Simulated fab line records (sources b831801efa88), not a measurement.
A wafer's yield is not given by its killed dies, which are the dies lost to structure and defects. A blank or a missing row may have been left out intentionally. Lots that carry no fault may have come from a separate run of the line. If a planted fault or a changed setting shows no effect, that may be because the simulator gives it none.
A struck lot beside a sound one :: flow sky130 :: 16 steps out of a route of 708
Sound: the wafers L836.2, L836.3, L836.4. Wafers L846.2, L846.5, L846.6 were the ones struck. Last of all comes the cause.
Order at every step that has rows: each side's tool, ch and its chambers, its first start. Under that, the readings that differ: sound wafers :: struck wafers :: difference of the means :: sigmas: that difference in standard deviations of wafers without a fault.
alike: words and numbers the same on both sides, and readings whose means are apart by under 2 such deviations; not compared: readings that were withheld, readings missing a value for some wafer, numbers with overlapping values and no deviation given by the record, and bounds like >300 which may hide the same value.
Wherever a step has rows on one side only, a row that says differs or no value, or a row with sigmas, the two part there. Numbers that don't overlap but have no deviation are shown without sigmas and don't part them. Lack of a reading on every wafer of one side parts them only where that side has two or more wafers.

first, 1 step without rows for these wafers: SKY_VT_ADJUST_LVTN_IMPLANT_19.
SKY_VT_ADJUST_LVTN_STRIP_20: strips in O2/N2.
  sound on plasmaAsher-04 ch 0,1, day 9 18:51; struck on plasmaAsher-01 ch 0,1, day 12 17:13
  alike: drypumpMotorCurrentA, oesProductAu, stripTimeToEndpointS
  not compared: rfHoursCounterH
SKY_VT_ADJUST_LVTN_TW_MEAS_21:
  sound on filmMetro-01 at day 9 18:58; struck on filmMetro-02 at day 12 17:19
  alike: VT_ADJUST_LVTN_2_TW
then, 7 steps without rows for these wafers: SKY_VT_ADJUST_NCORE_DEHYDRATE_00 (time 60 s); SKY_VT_ADJUST_NCORE_HMDS_01 (prime time 60 s); SKY_VT_ADJUST_NCORE_COAT_02 (resist thk 1140 nm); SKY_VT_ADJUST_NCORE_SOFTBAKE_03 (time 60 s); SKY_VT_ADJUST_NCORE_EXPOSE_04 (exposes mask LVTN COMPLEMENT THIN, target cd 380 nm); SKY_VT_ADJUST_NCORE_PEB_05; SKY_VT_ADJUST_NCORE_DEVELOP_06 (develop time 60 s).
SKY_VT_ADJUST_NCORE_CD_MEAS_07: target cd 380 nm.
  sound on cdSem-01 at day 10 17:25; struck on cdSem-02 at day 13 18:08
  alike: cdNm
SKY_VT_ADJUST_NCORE_OVL_MEAS_08:
  sound on overlay-02 at day 10 17:31; struck on overlay-02 at day 13 18:14
  alike: VT_ADJUST_NCORE_OVL
SKY_VT_ADJUST_NCORE_IMPLANT_09:
  sound on implanter-02 ch 0, day 10 17:34; struck on implanter-02 ch 0, day 13 18:17
reading: beamOnS (s)
sound: 10.24 9.89 9.95
struck: 12.03 11.91 11.76
difference: +1.87
sigmas: +9

reading: faradayCurrentUA
sound: 13.21 13.67 13.59
struck: 11.27 11.38 11.47
difference: -2.12
sigmas: -8
SKY_VT_ADJUST_NCORE_STRIP_10: strips in O2/N2.
  sound on plasmaAsher-01 ch 0,1, day 10 17:41; struck on plasmaAsher-03 ch 0,1, day 13 18:25
  alike: drypumpMotorCurrentA, oesProductAu, stripTimeToEndpointS
  not compared: rfHoursCounterH
SKY_VT_ADJUST_NCORE_TW_MEAS_11:
  sound on filmMetro-03 at day 10 17:48; struck on filmMetro-03 at day 13 18:45
reading: VT_ADJUST_NCORE_TW
sound: 218.8 217.7 216.0
struck: 229.8 230.1 228.9
difference: +12.1
sigmas: +8
  not compared: hold
-- record jumps: 36 days separate the struck wafers' starts on either side; left off in module VT_ADJUST_NCORE, taken up again in module PAD_OPEN, whose first shown step is the route's number 708 --
SKY_PAD_OPEN_PROBE_99:
  sound on prober-02 at day 48 15:28; struck on prober-01 at day 49 19:31
reading: killedAtContacts
sound: 12 27 20
struck: 36 27 31
difference: +12
sigmas: +2

reading: model.etest.nfet_16v.rOnOhmUm
sound: 1.402e+04 1.393e+04 1.398e+04
struck: 1.552e+04 1.545e+04 1.535e+04
difference: +1.463e+03
sigmas: 

reading: model.etest.pfet_16v.rOnOhmUm
sound: 1.561e+04 1.601e+04 1.613e+04
struck: 1.479e+04 1.458e+04 1.47e+04
difference: -1.227e+03
sigmas: 

reading: model.etest.pfetG5v0d10v5.rOnOhmUm
sound: 4802 4811 4820
struck: 4494 4468 4542
difference: -310
sigmas: 

reading: model.etest.resPwellUnderGate.rsOhmSq
sound: 2306 2312 2309
struck: 2217 2212 2219
difference: -93
sigmas: 

reading: model.etest.nfetG5v0d10v5.rOnOhmUm
sound: 1889 1891 1903
struck: 1977 1933 1973
difference: +67
sigmas: 

reading: model.etest.tip_p_5v.rsOhmSq
sound: 2873 2907 2870
struck: 2800 2816 2831
difference: -68
sigmas: 

reading: model.etest.tip_n_5v.rsOhmSq
sound: 1414 1413 1422
struck: 1427 1426 1433
difference: +12
sigmas: 

reading: model.etest.nfetG5v0d10v5.driveUaUm
sound: 599.6 600.6 603.2
struck: 568.6 568.7 566.1
difference: -33.3
sigmas: 
  alike: killed_at_M0_to_M3, killed_at_M4_up, killedAtFrontEnd, killedAtOther, killedDies, killedOpen, killedShort

WHERE THEY PART
At SKY_VT_ADJUST_NCORE_IMPLANT_09 first; at SKY_PAD_OPEN_PROBE_99 last (within this record only).

WHY: what the simulator had put in
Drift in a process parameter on implanter-02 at SKY_VT_ADJUST_NCORE_IMPLANT_09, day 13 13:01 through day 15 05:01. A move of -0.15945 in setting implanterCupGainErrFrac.
